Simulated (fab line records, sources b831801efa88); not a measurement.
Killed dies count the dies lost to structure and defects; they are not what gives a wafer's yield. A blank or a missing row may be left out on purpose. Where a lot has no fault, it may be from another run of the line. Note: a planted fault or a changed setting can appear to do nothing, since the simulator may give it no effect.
What tool caused it?	flow sky130	Sampling: 24 lots, 72 wafers, 6 of 708 route steps

== WHAT THE GAUGES READ, wafer by wafer ==
SKY_CAPM_THK_MEAS_04: measures by xrf. Usual: CAPM_TIN_THK typically reads 200.8 nm, with standard deviation 2.1.
lot	measured	on	CAPM_TIN_THK (nm)	flag
L074	day 36 09:05	film-metro-03	202.5 200.6 202.2	
L075	day 36 15:08	film-metro-02	200.5 203.0 202.0	
L076	day 36 18:26	film-metro-02	199.4 200.2 200.9	
L077	day 37 05:00	film-metro-04	200.2 202.0 202.0	
L078	day 37 18:38	film-metro-02	196.7 196.8 197.5	
L079	day 37 21:52	film-metro-03	198.4 199.0 197.6	
L080	day 38 12:54	film-metro-02	199.7 202.9 200.6	
L081	day 38 14:26	film-metro-04	203.4 204.9 203.6	
L082	day 38 20:26	film-metro-04	197.8 199.6 201.0	
L083	day 39 10:33	film-metro-02	200.1 199.3 200.1	
L084	day 39 17:10	film-metro-03	201.6 202.8 199.8	
L085	day 39 20:15	film-metro-02	197.6 198.8 197.2	
L086	day 40 07:26	film-metro-02	203.6 202.2 202.4	
L087	day 40 12:34	film-metro-02	205.2 202.1 203.2	
L088	day 40 16:15	film-metro-03	202.2 200.1 203.1	
L089	day 41 02:39	film-metro-02	196.0 196.6 197.5	
L090	day 41 10:45	film-metro-03	203.7 204.2 201.5	
L092	day 41 21:15	film-metro-02	201.0 198.8 201.4	
L091	day 42 01:01	film-metro-03	202.5 205.9 203.6	
L093	day 42 05:19	film-metro-04	199.5 198.0 198.9	
L094	day 42 08:51	film-metro-04	201.6 199.9 199.4	
L095	day 42 16:28	film-metro-04	204.3 202.1 200.6	
L096	day 42 21:41	film-metro-03	202.9 203.6 203.7	
L097	day 43 04:05	film-metro-04	200.9 201.8 198.3	

SKY_METAL3_CD_MEAS_13 targets a cd of 300 nm. Usual: 299.8 nm for cd-nm, sd 1.2.
lot	measured	on	cd-nm (nm)	flag
L074	day 38 13:02	cd-sem-01	300.6 299.0 301.4	
L075	day 38 18:38	cd-sem-02	301.7 301.0 301.3	
L076	day 38 21:59	cd-sem-02	301.9 300.5 301.7	
L077	day 39 07:40	cd-sem-01	301.2 299.5 300.1	
L078	day 39 20:29	cd-sem-01	300.1 299.8 300.2	
L079	day 39 23:55	cd-sem-02	301.1 300.7 301.5	
L080	day 40 13:23	cd-sem-02	301.9 300.9 300.8	
L081	day 40 15:17	cd-sem-02	298.4 299.6 298.9	
L082	day 40 21:28	cd-sem-01	300.0 299.4 300.2	
L083	day 41 10:23	cd-sem-01	302.4 300.4 300.9	
L084	day 41 17:14	cd-sem-02	299.1 300.9 300.8	
L085	day 41 19:28	cd-sem-01	297.7 298.5 297.9	
L086	day 42 06:32	cd-sem-02	300.8 298.5 299.4	
L087	day 42 12:13	cd-sem-01	300.0 300.5 301.3	
L088	day 42 16:53	cd-sem-01	299.5 300.1 299.5	
L089	day 43 02:48	cd-sem-01	299.5 298.5 300.0	
L090	day 43 10:11	cd-sem-02	299.5 299.6 300.4	
L092	day 43 20:29	cd-sem-01	298.5 297.7 298.4	
L091	day 43 23:06	cd-sem-01	297.5 299.4 299.3	
L093	day 44 03:47	cd-sem-01	299.9 298.1 298.3	
L094	day 44 07:05	cd-sem-02	298.7 299.7 300.5	
L095	day 44 14:41	cd-sem-02	300.8 301.5 300.3	
L096	day 44 18:21	cd-sem-01	298.1 299.1 298.7	
L097	day 45 01:08	cd-sem-02	298.2 300.7 298.0	

== WHAT TOOL EACH LOT RAN ON (gives the tool, then ch and the chambers of the sampled wafers, and finally the start) ==
lot	SKY_METAL2_SPUTTER_04	SKY_VIA2_CMP_24	SKY_METAL3_SPUTTER_03	SKY_METAL3_SPUTTER_04
L074	pvd-sputter-02, day 33 23:54	cmp-02 ch 0,2,3, day 36 08:23	pvd-sputter-01, day 36 08:41	pvd-sputter-01, day 36 08:42
L075	pvd-sputter-04, day 34 07:28	cmp-02 ch 0,1,2, day 36 14:21	pvd-sputter-04, day 36 14:44	pvd-sputter-04, day 36 14:46
L076	pvd-sputter-04, day 34 11:23	cmp-01 ch 1,2, day 36 17:42	pvd-sputter-01, day 36 18:02	pvd-sputter-01, day 36 18:04
L077	pvd-sputter-01, day 34 20:51	cmp-01 ch 1,2,3, day 37 04:17	pvd-sputter-01, day 37 04:37	pvd-sputter-01, day 37 04:38
L078	pvd-sputter-04, day 35 11:12	cmp-02 ch 0,1,2, day 37 18:00	pvd-sputter-04, day 37 18:14	pvd-sputter-04, day 37 18:16
L079	pvd-sputter-02, day 35 14:12	cmp-02 ch 2,3, day 37 21:06	pvd-sputter-04, day 37 21:29	pvd-sputter-04, day 37 21:30
L080	pvd-sputter-04, day 36 05:07	cmp-01 ch 2,3, day 38 12:08	pvd-sputter-01, day 38 12:31	pvd-sputter-01, day 38 12:32
L081	pvd-sputter-04, day 36 08:17	cmp-02 ch 1,3, day 38 13:40	pvd-sputter-01, day 38 14:03	pvd-sputter-01, day 38 14:04
L082	pvd-sputter-04, day 36 13:04	cmp-02 ch 0,3, day 38 19:40	pvd-sputter-01, day 38 20:03	pvd-sputter-01, day 38 20:04
L083	pvd-sputter-04, day 37 03:52	cmp-02 ch 0,1,2, day 39 09:53	pvd-sputter-04, day 39 10:10	pvd-sputter-04, day 39 10:11
L084	pvd-sputter-04, day 37 12:39	cmp-01 ch 0,2,3, day 39 16:24	pvd-sputter-03, day 39 16:47	pvd-sputter-03, day 39 16:49
L085	pvd-sputter-01, day 37 15:03	cmp-02 ch 1,2,3, day 39 19:31	pvd-sputter-01, day 39 19:52	pvd-sputter-01, day 39 19:53
L086	pvd-sputter-04, day 38 00:35	cmp-02 ch 0,3, day 40 06:42	pvd-sputter-01, day 40 07:02	pvd-sputter-01, day 40 07:04
L087	pvd-sputter-04, day 38 08:03	cmp-02 ch 0,1,2, day 40 11:49	pvd-sputter-03, day 40 12:10	pvd-sputter-03, day 40 12:11
L088	pvd-sputter-04, day 38 11:30	cmp-02 ch 2,3, day 40 15:31	pvd-sputter-01, day 40 15:52	pvd-sputter-01, day 40 15:53
L089	pvd-sputter-01, day 38 22:52	cmp-02 ch 1,2, day 41 01:54	pvd-sputter-04, day 41 02:14	pvd-sputter-04, day 41 02:16
L090	pvd-sputter-02, day 39 07:37	cmp-01 ch 1,2,3, day 41 09:59	pvd-sputter-01, day 41 10:22	pvd-sputter-01, day 41 10:23
L092	pvd-sputter-02, day 39 18:02	cmp-01 ch 0,1,2, day 41 20:34	pvd-sputter-04, day 41 20:52	pvd-sputter-04, day 41 20:52
L091	pvd-sputter-02, day 39 21:29	cmp-01 ch 0,3, day 42 00:13	pvd-sputter-04, day 42 00:36	pvd-sputter-04, day 42 00:37
L093	pvd-sputter-01, day 40 01:36	cmp-02 ch 0,2,3, day 42 04:33	pvd-sputter-04, day 42 04:56	pvd-sputter-04, day 42 04:57
L094	pvd-sputter-01, day 40 06:22	cmp-02 ch 0,1,2, day 42 08:05	pvd-sputter-04, day 42 08:28	pvd-sputter-04, day 42 08:29
L095	pvd-sputter-02, day 40 13:16	cmp-01 ch 1,3, day 42 15:45	pvd-sputter-01, day 42 16:05	pvd-sputter-01, day 42 16:06
L096	pvd-sputter-02, day 40 18:41	cmp-02 ch 0,1,2, day 42 20:54	pvd-sputter-01, day 42 21:17	pvd-sputter-01, day 42 21:18
L097	pvd-sputter-02, day 41 00:47	cmp-01 ch 0,1,3, day 43 03:22	pvd-sputter-04, day 43 03:42	pvd-sputter-04, day 43 03:43
- SKY_METAL2_SPUTTER_04: material TiN, target thk 70 nm, time 58.3 s.
- SKY_VIA2_CMP_24: polishes, stops on SiO2, t overpolish 20 s, target thk 0 nm.
- SKY_METAL3_SPUTTER_03: material Ti, target thk 5 nm, time 3.3 s.
- SKY_METAL3_SPUTTER_04: material TiN, target thk 70 nm, time 58.3 s.

== AS READ BY THE TOOLS THEMSELVES (means over the sampled wafers that have a number; for cases with no such wafer, the mark the record gives instead) ==
SKY_METAL2_SPUTTER_04. Usual: 30.1 % for throttle-valve-pct, sd 0.72.
lot	tool	throttle-valve-pct (%)	flag
L074	pvd-sputter-02	29.3	
L075	pvd-sputter-04	30.1	
L076	pvd-sputter-04	30.7	
L077	pvd-sputter-01	30.5	
L078	pvd-sputter-04	30.6	
L079	pvd-sputter-02	29.4	
L080	pvd-sputter-04	30.6	
L081	pvd-sputter-04	30.4	
L082	pvd-sputter-04	30.3	
L083	pvd-sputter-04	30.1	
L084	pvd-sputter-04	30.3	
L085	pvd-sputter-01	30.5	
L086	pvd-sputter-04	30.4	
L087	pvd-sputter-04	30.2	
L088	pvd-sputter-04	30.0	
L089	pvd-sputter-01	30.8	
L090	pvd-sputter-02	29.7	
L092	pvd-sputter-02	29.4	
L091	pvd-sputter-02	29.5	
L093	pvd-sputter-01	30.7	
L094	pvd-sputter-01	30.4	
L095	pvd-sputter-02	29.4	
L096	pvd-sputter-02	30.1	
L097	pvd-sputter-02	29.3	

SKY_VIA2_CMP_24. Usual: motor-current-A 11.4 A, standard deviation 1.1; overpolish-run-s 20.000 s, standard deviation 0.0091; platen-rpm 60.00 rpm, standard deviation 0.042; time-to-endpoint-s 103 s, standard deviation 3.1.
lot	tool	motor-current-A (A)	overpolish-run-s (s)	platen-rpm (rpm)	time-to-endpoint-s (s)	flag
L074	cmp-02	12.3	20.006	60.00	101	
L075	cmp-02	11.8	19.987	59.98	99	
L076	cmp-01	11.8	20.003	60.02	103	
L077	cmp-01	11.7	20.012	59.98	99	
L078	cmp-02	11.5	19.994	60.03	100	
L079	cmp-02	11.5	20.001	60.04	100	
L080	cmp-01	11.5	19.996	60.00	105	
L081	cmp-02	10.7	20.000	59.97	101	
L082	cmp-02	12.6	20.004	59.96	99	
L083	cmp-02	12.1	20.000	59.99	105	
L084	cmp-01	10.6	20.003	59.98	103	
L085	cmp-02	11.5	20.000	60.02	105	
L086	cmp-02	11.6	20.005	60.03	102	
L087	cmp-02	11.8	20.000	59.99	105	
L088	cmp-02	12.1	20.008	60.04	103	
L089	cmp-02	11.3	20.002	59.99	100	
L090	cmp-01	11.1	19.999	60.01	104	
L092	cmp-01	10.6	20.001	60.02	101	
L091	cmp-01	10.7	19.995	60.01	106	
L093	cmp-02	11.8	19.994	59.98	101	
L094	cmp-02	11.8	20.003	59.97	106	
L095	cmp-01	11.8	20.000	60.06	102	
L096	cmp-02	11.6	19.997	60.01	103	
L097	cmp-01	11.0	19.999	59.99	103	

SKY_METAL3_SPUTTER_03. Usual: 30.2 % for throttle-valve-pct, sd 0.91.
lot	tool	throttle-valve-pct (%)	flag
L074	pvd-sputter-01	29.7	
L075	pvd-sputter-04	30.2	
L076	pvd-sputter-01	30.8	
L077	pvd-sputter-01	30.2	
L078	pvd-sputter-04	30.4	
L079	pvd-sputter-04	29.9	
L080	pvd-sputter-01	29.8	
L081	pvd-sputter-01	30.6	
L082	pvd-sputter-01	29.6	
L083	pvd-sputter-04	29.9	
L084	pvd-sputter-03	30.6	
L085	pvd-sputter-01	30.8	
L086	pvd-sputter-01	30.7	
L087	pvd-sputter-03	30.5	
L088	pvd-sputter-01	30.4	
L089	pvd-sputter-04	30.3	
L090	pvd-sputter-01	30.6	
L092	pvd-sputter-04	30.2	
L091	pvd-sputter-04	30.2	
L093	pvd-sputter-04	30.6	
L094	pvd-sputter-04	30.3	
L095	pvd-sputter-01	30.5	
L096	pvd-sputter-01	29.5	
L097	pvd-sputter-04	30.6	

SKY_METAL3_SPUTTER_04. Usual: 30.2 % for throttle-valve-pct, sd 0.91.
lot	tool	throttle-valve-pct (%)	flag
L074	pvd-sputter-01	29.6	
L075	pvd-sputter-04	30.4	
L076	pvd-sputter-01	30.7	
L077	pvd-sputter-01	30.4	
L078	pvd-sputter-04	30.2	
L079	pvd-sputter-04	29.9	
L080	pvd-sputter-01	29.8	
L081	pvd-sputter-01	30.5	
L082	pvd-sputter-01	29.6	
L083	pvd-sputter-04	30.0	
L084	pvd-sputter-03	30.3	
L085	pvd-sputter-01	30.7	
L086	pvd-sputter-01	30.7	
L087	pvd-sputter-03	30.5	
L088	pvd-sputter-01	30.4	
L089	pvd-sputter-04	30.5	
L090	pvd-sputter-01	30.5	
L092	pvd-sputter-04	30.1	
L091	pvd-sputter-04	30.2	
L093	pvd-sputter-04	30.5	
L094	pvd-sputter-04	30.2	
L095	pvd-sputter-01	30.5	
L096	pvd-sputter-01	29.4	
L097	pvd-sputter-04	30.5	

== THE ANSWER, worked out from the rows above alone ==
Rule: lot off if the mean of its wafers having a number is beyond 3 standard deviations from the usual mean. A lot without any number at a reading at which 4 lots or more have one is off too. Where the step has rows for the other lots, those lots are counted as sound. The gauges are gone through in route order, then the tools' own readings, and for those a lot's mean is taken as printed above. At the first step where some lot is off, the reading lying furthest off is the one used; lots without a number count as furthest.
No lot is off on any of the readings shown, so nothing can be concluded from this.

== WHAT HAD BEEN PUT IN BY THE SIMULATOR ==
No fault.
